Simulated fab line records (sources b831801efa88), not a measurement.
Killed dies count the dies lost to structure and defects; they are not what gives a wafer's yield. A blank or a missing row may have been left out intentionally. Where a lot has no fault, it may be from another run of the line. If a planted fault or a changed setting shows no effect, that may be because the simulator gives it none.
A lot that was struck, set against a sound lot | flow sky130 | 21 out of 708 route steps
Sound: these wafers, L857.2, L857.4, L857.5. Struck: wafer L865.4 (L865.1, L865.6, from the same lot, were not struck and are left out); the cause is given at the end.
Per side, at each step with rows, come the tool, then ch with its chambers, and then its first start. Under that, the readings that differ: sound wafers | struck wafers | difference of the means | sigmas: that difference in standard deviations of wafers without a fault.
alike: same words and numbers on both sides, and readings whose means sit less than 2 such deviations apart. not compared: any withheld reading, any reading some wafer has no value for, any bound like >300 that may hide the same value, and any number with overlapping values for which the record gives no deviation.
Wherever a step has rows on one side only, a row that says differs or no value, or a row with sigmas, the two part there. Non-overlapping numbers with no deviation appear without sigmas and do not part them. A reading missing from all wafers of one side parts the sides only when that side holds two or more wafers.

first, 1 step without rows for these wafers: SKY_FIELD_ISO_DEVELOP_12 (develop time 60 s).
SKY_FIELD_ISO_CD_MEAS_13: target cd 150 nm.
  sound on cd-sem-01 at day 2 09:20; struck on cd-sem-02 at day 3 21:25
  alike: cd-nm
SKY_FIELD_ISO_ETCH_14: etches BARC in N2/H2, stops on SiO2, time 45.9 s, target depth 60 nm.
  sound on rie-diel-03 ch 0,1,3, day 2 09:26; struck on rie-diel-04 ch 0, day 3 21:32
  alike: bias-w, drypump-motor-current-A, oes-product-au, throttle-valve-pct
  not compared: rf-hours-counter-h
SKY_FIELD_ISO_ETCH_15: etches the open film in CHF3/O2, stops on Si, target depth 180 nm, time 72 s.
  sound on rie-diel-03 ch 0,1,3, day 2 09:29; struck on rie-diel-04 ch 0, day 3 21:34
  alike: bias-w, drypump-motor-current-A, oes-product-au, throttle-valve-pct
  not compared: rf-hours-counter-h
SKY_FIELD_ISO_STRIP_16: strips in O2/N2.
  sound on plasma-asher-01 ch 1, day 2 09:32; struck on plasma-asher-03 ch 1, day 3 21:38
  alike: drypump-motor-current-A, oes-product-au, strip-time-to-endpoint-s
  not compared: rf-hours-counter-h
SKY_FIELD_ISO_ETCH_17: etches Si in HBr/Cl2/O2, target depth 342 nm, time 97.7 s.
  sound on rie-si-01 ch 2,3, day 2 09:38; struck on rie-si-02 ch 2, day 3 21:44
  reading                     | sound          | struck | difference | sigmas
  drypump-motor-current-A (A) | 5.24 5.07 5.26 | 5.93   | +0.74      | +3
  alike: bias-w, oes-product-au, throttle-valve-pct
  not compared: rf-hours-counter-h
then, 5 steps without rows for these wafers: SKY_FIELD_ISO_WET_ETCH_18 (etches Si3N4 in H3PO4, target depth 25 nm, time 286 s); SKY_FIELD_ISO_CLEAN_19 (cleans in SC1/SC2, time 150 s); SKY_FIELD_ISO_CLEAN_20 (cleans in dHF, time 20 s); SKY_FIELD_ISO_WET_ETCH_21 (etches SiO2 in dHF, target depth 20 nm, time 400 s); SKY_FIELD_ISO_OXIDATION_22 (stabilise 600 s, purge 300 s, target thk 10 nm).
SKY_FIELD_ISO_THK_MEAS_23:
  sound on film-metro-01 at day 2 11:10; struck on film-metro-04 at day 3 23:14
  alike: FIELD_ISO_OXIDATION_01_THK
SKY_FIELD_ISO_CVD_24: deposits SiO2, target thk 595 nm, time 99.2 s.
  sound on hdpcvd-01 ch 0,1,2, day 2 11:13; struck on hdpcvd-01 ch 0, day 3 23:18
  reading                                    | sound         | struck | difference | sigmas
  model.SiO2_of_FIELD_ISO_CVD_24.thk-nm (nm) | 592 598 590.5 | 274.6  | -318.9     |
  alike: susceptor-temp-C
SKY_FIELD_ISO_THK_MEAS_25:
  sound on film-metro-03 at day 2 11:18; struck on film-metro-04 at day 3 23:23
  reading                   | sound       | struck | difference | sigmas
  FIELD_ISO_CVD_24_THK (nm) | 592 598 591 | 275    | -319       | -48
then, 1 step without rows for these wafers: SKY_FIELD_ISO_ANNEAL_26 (time 1800 s).
SKY_FIELD_ISO_CMP_27: polishes, stops on Si3N4, t overpolish 16 s, target thk 457.8 nm.
  sound on cmp-02 ch 0,2,3, day 2 14:11; struck on cmp-02 ch 1, day 4 02:21
  reading                | sound       | struck | difference | sigmas
  time-to-endpoint-s (s) | 111 113 115 | 52     | -61        | -20
  alike: motor-current-A, retaining-ring-pressure-frac
then, 2 steps without rows for these wafers: SKY_FIELD_ISO_WET_ETCH_28 (etches SiO2 in dHF, target depth 23.7 nm, time 47 s); SKY_FIELD_ISO_WET_ETCH_29 (etches Si3N4 in H3PO4, target depth 160 nm, time 1825 s).
SKY_FIELD_ISO_WET_ETCH_30: etches SiO2 in dHF, target depth 25 nm, time 50 s.
  sound on wet-bench-04 ch 0, day 2 15:02; struck on wet-bench-04 ch 2, day 4 03:05
  reading                                    | sound         | struck | difference | sigmas
  model.SiO2_of_FIELD_ISO_CVD_24.thk-nm (nm) | 405 405.5 404 | 221.8  | -183.0     |
then, 1 step without rows for these wafers: SKY_NWELL_CLEAN_00 (cleans in SC1/SC2, time 150 s).
-- the record jumps here: 44 days lie between the struck wafers' starts before and after (it left off in module NWELL and takes up again in module PAD_OPEN, whose first step shown is number 708 of the route) --
SKY_PAD_OPEN_PROBE_99:
  only the struck wafers here have rows in the record (prober-01, day 47 21:18); the sound ones have none

== WHERE THEY PART ==
At SKY_FIELD_ISO_ETCH_17 first; at SKY_PAD_OPEN_PROBE_99 last (within this record only).

WHY: the cause the simulator had injected
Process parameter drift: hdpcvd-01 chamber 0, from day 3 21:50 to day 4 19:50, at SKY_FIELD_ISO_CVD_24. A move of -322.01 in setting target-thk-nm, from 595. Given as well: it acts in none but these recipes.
